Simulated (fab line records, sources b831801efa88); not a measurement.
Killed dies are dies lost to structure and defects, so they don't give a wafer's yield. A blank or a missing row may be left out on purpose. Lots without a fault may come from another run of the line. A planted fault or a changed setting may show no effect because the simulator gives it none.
Which tool did it? | flow gf180mcu | 12 lots, 36 wafers sampled, at 4 steps of a route of 602

WHAT THE GAUGES READ, wafer by wafer
GF_PSD_CD_MEAS_07: target cd 400 nm.
lot  | measured     | on        | cd_nm (nm)
L745 | day 14 21:35 | cd_sem-01 | 402.2 400.2 400.1
L750 | day 16 17:40 | cd_sem-01 | 400.9 402.5 401.2
L753 | day 17 14:58 | cd_sem-01 | 402.5 401.8 402.1
L755 | day 18 05:11 | cd_sem-01 | 402.5 403.5 400.7
L756 | day 18 21:39 | cd_sem-02 | 396.2 395.1 396.7
L758 | day 19 16:23 | cd_sem-02 | 402.9 403.0 403.1
L759 | day 19 19:17 | cd_sem-02 | 397.7 399.0 397.2
L761 | day 20 08:30 | cd_sem-01 | 396.9 397.7 400.0
L763 | day 20 20:32 | cd_sem-01 | 397.9 396.8 398.4
L764 | day 21 05:39 | cd_sem-02 | 400.7 400.7 402.0
L765 | day 21 17:39 | cd_sem-02 | 400.6 398.5 397.8
L766 | day 22 08:40 | cd_sem-01 | 399.6 399.3 401.8

GF_CONTACT_THK_MEAS_01.
lot  | measured     | on            | CONTACT_CVD_00_THK (nm)
L745 | day 15 21:20 | film_metro-04 | 297.2 296.4 301.4
L750 | day 17 18:49 | film_metro-03 | 298.1 302.6 297.3
L753 | day 18 15:51 | film_metro-03 | 360.1 361.0 362.7 359.8 361.4 362.8
L755 | day 19 06:02 | film_metro-03 | 356.1 361.4 363.5 356.0 361.5 363.2
L756 | day 19 23:46 | film_metro-03 | 300.2 300.0 302.4
L758 | day 20 18:13 | film_metro-03 | 298.0 302.4 302.9
L759 | day 20 21:02 | film_metro-02 | 306.5 305.2 301.5
L761 | day 21 09:52 | film_metro-03 | 298.0 297.1 299.5
L763 | day 21 21:35 | film_metro-03 | 304.1 296.3 302.8
L764 | day 22 06:51 | film_metro-03 | 297.0 300.8 304.3
L765 | day 22 18:47 | film_metro-03 | 301.0 302.5 299.6
L766 | day 23 09:36 | film_metro-04 | 297.6 299.0 301.1

WHICH TOOL RAN EACH LOT (tool, then ch and the chambers of the sampled wafers, then the start)
lot  | GF_SALICIDE_SPUTTER_02       | GF_CONTACT_CVD_00
L745 | pvd_sputter-02, day 15 20:45 | hdpcvd-01 ch 0,1, day 15 21:17
L750 | pvd_sputter-01, day 17 18:09 | hdpcvd-01 ch 1,2, day 17 18:46
L753 | pvd_sputter-01, day 18 15:16 | hdpcvd-02 ch 0,1,2, day 18 15:48
L755 | pvd_sputter-04, day 19 05:27 | hdpcvd-02 ch 0,1,2, day 19 05:58
L756 | pvd_sputter-02, day 19 23:12 | hdpcvd-01 ch 0,1,2, day 19 23:43
L758 | pvd_sputter-02, day 20 17:37 | hdpcvd-01 ch 0,1,2, day 20 18:09
L759 | pvd_sputter-04, day 20 20:27 | hdpcvd-01 ch 0,1,2, day 20 20:59
L761 | pvd_sputter-01, day 21 09:18 | hdpcvd-01 ch 0,2, day 21 09:50
L763 | pvd_sputter-02, day 21 20:58 | hdpcvd-02 ch 0,1, day 21 21:30
L764 | pvd_sputter-04, day 22 06:17 | hdpcvd-02 ch 0,1,2, day 22 06:49
L765 | pvd_sputter-04, day 22 18:12 | hdpcvd-01 ch 1,2, day 22 18:44
L766 | pvd_sputter-02, day 23 09:01 | hdpcvd-02 ch 0,1, day 23 09:33
- GF_SALICIDE_SPUTTER_02: material Co, target thk 10 nm, time 20 s.
- GF_CONTACT_CVD_00: deposits SiO2, target thk 300 nm, time 50 s.

WHAT THE TOOLS THEMSELVES READ (means of the sampled wafers that have a number; where no wafer has one, the mark that the record gives instead)
GF_SALICIDE_SPUTTER_02.
lot  | tool           | throttle_valve_pct (%)
L745 | pvd_sputter-02 | 30.0
L750 | pvd_sputter-01 | 30.4
L753 | pvd_sputter-01 | 30.5
L755 | pvd_sputter-04 | 29.8
L756 | pvd_sputter-02 | 29.6
L758 | pvd_sputter-02 | 29.2
L759 | pvd_sputter-04 | 30.0
L761 | pvd_sputter-01 | 30.6
L763 | pvd_sputter-02 | 28.9
L764 | pvd_sputter-04 | 30.5
L765 | pvd_sputter-04 | 30.2
L766 | pvd_sputter-02 | 29.4

GF_CONTACT_CVD_00.
lot  | tool      | pressure_mtorr (mTorr) | sih4_flow_sccm (sccm)
L745 | hdpcvd-01 | 6.003                  | 59.89
L750 | hdpcvd-01 | 5.994                  | 59.91
L753 | hdpcvd-02 | 5.989                  | 71.96
L755 | hdpcvd-02 | 6.005                  | 71.98
L756 | hdpcvd-01 | 6.005                  | 60.13
L758 | hdpcvd-01 | 6.008                  | 59.99
L759 | hdpcvd-01 | 6.001                  | 59.88
L761 | hdpcvd-01 | 6.003                  | 59.82
L763 | hdpcvd-02 | 5.992                  | 59.81
L764 | hdpcvd-02 | 5.999                  | 59.91
L765 | hdpcvd-01 | 5.998                  | 59.95
L766 | hdpcvd-02 | 6.010                  | 60.12

THE ANSWER, worked out from the rows above alone
Rule: what is usual is taken from the lots themselves. Put in order of their means at a reading, lots are off if they are a third of the lots or fewer, leave a main group of 4 or more, and stand apart from it by a gap of 3 or more times the standard deviation of the main group's means; of several such gaps the widest counts. A main group whose means are all the same, to the digits that the tables above print for the reading, isn't used. A lot without any number at a reading at which 4 lots or more have one is off too. The other lots that the step has rows for count as sound. The gauges are gone through in route order, then the tools' own readings, and for those a lot's mean is taken as printed above. The first step at which some lot is off is used, and at that step the reading that is off furthest; a lot without a number counts as furthest.
Off: L753, L755, at GF_CONTACT_THK_MEAS_01 (CONTACT_CVD_00_THK). The main group: mean 300.4 nm, standard deviation 1.7.
A tool fits if, at a process step before that reading, it ran every lot that is off, and no sound lot after the first of them. The gauges at GF_CONTACT_THK_MEAS_01 aren't tried: what is off there is off at GF_CONTACT_CVD_00 too, on other tools, and a gauge's error can't cause that. None of those tried fits.

WHAT THE SIMULATOR HAD PUT IN
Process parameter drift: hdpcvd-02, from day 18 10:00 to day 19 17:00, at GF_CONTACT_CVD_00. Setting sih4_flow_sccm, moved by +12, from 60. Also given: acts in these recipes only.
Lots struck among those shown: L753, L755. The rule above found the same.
